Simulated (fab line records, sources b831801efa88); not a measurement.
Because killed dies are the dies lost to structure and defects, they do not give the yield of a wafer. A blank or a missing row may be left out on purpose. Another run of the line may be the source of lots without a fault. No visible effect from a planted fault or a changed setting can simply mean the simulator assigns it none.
A struck lot beside a sound one | flow sky130 | 14 out of 708 route steps
Sound: these wafers, L628.3, L628.4, L628.6. The struck wafers were L623.1, L623.2, L623.3. The cause is named last.
For every step that has rows: the tool of each side, followed by ch and its chambers, followed by its first start. Under that, the readings that differ: sound wafers | struck wafers | difference of the means | sigmas: that difference in standard deviations of wafers without a fault.
alike: readings whose means differ by less than 2 such deviations, and words and numbers that are the same on both sides. not compared: withheld readings, readings that some wafer has no value for, bounds like >300 that may hide the same value, and numbers for which the record gives no deviation and whose values overlap.
The two part at a step that has a row with sigmas, a row that says differs or no value, or rows on one side only. Numbers that don't overlap but have no deviation are shown without sigmas and don't part them. Lack of a reading on every wafer of one side parts them only where that side has two or more wafers.

first, 6 steps without rows for these wafers: SKY_LDD_N_HMDS_01 (prime time 60 s); SKY_LDD_N_COAT_02 (resist thk 300 nm); SKY_LDD_N_SOFTBAKE_03 (time 60 s); SKY_LDD_N_EXPOSE_04 (exposes mask NTM, target cd 840 nm); SKY_LDD_N_PEB_05; SKY_LDD_N_DEVELOP_06 (develop time 60 s).
SKY_LDD_N_OVL_MEAS_07:
  struck on overlay-02, day 21 04:55; sound on overlay-01, day 22 23:23
  alike: LDD_N_OVL
then, 5 steps without rows for these wafers: SKY_LDD_N_IMPLANT_08; SKY_LDD_N_IMPLANT_09; SKY_LDD_N_IMPLANT_10; SKY_LDD_N_IMPLANT_11; SKY_LDD_N_IMPLANT_12.
SKY_LDD_N_IMPLANT_13:
  struck on implanter-04, day 21 05:42; sound on implanter-04 ch 0, day 23 00:12
  no value came back on the struck wafers for beam_energy_keV, beam_on_s (s); on the sound wafers beam_energy_keV reads 49.986 49.992 49.973
next, for these wafers, 1 step has no rows: SKY_LDD_N_IMPLANT_14.

== WHERE THEY PART ==
Within this record, at SKY_LDD_N_IMPLANT_13 only.

WHY: what had been put in by the simulator
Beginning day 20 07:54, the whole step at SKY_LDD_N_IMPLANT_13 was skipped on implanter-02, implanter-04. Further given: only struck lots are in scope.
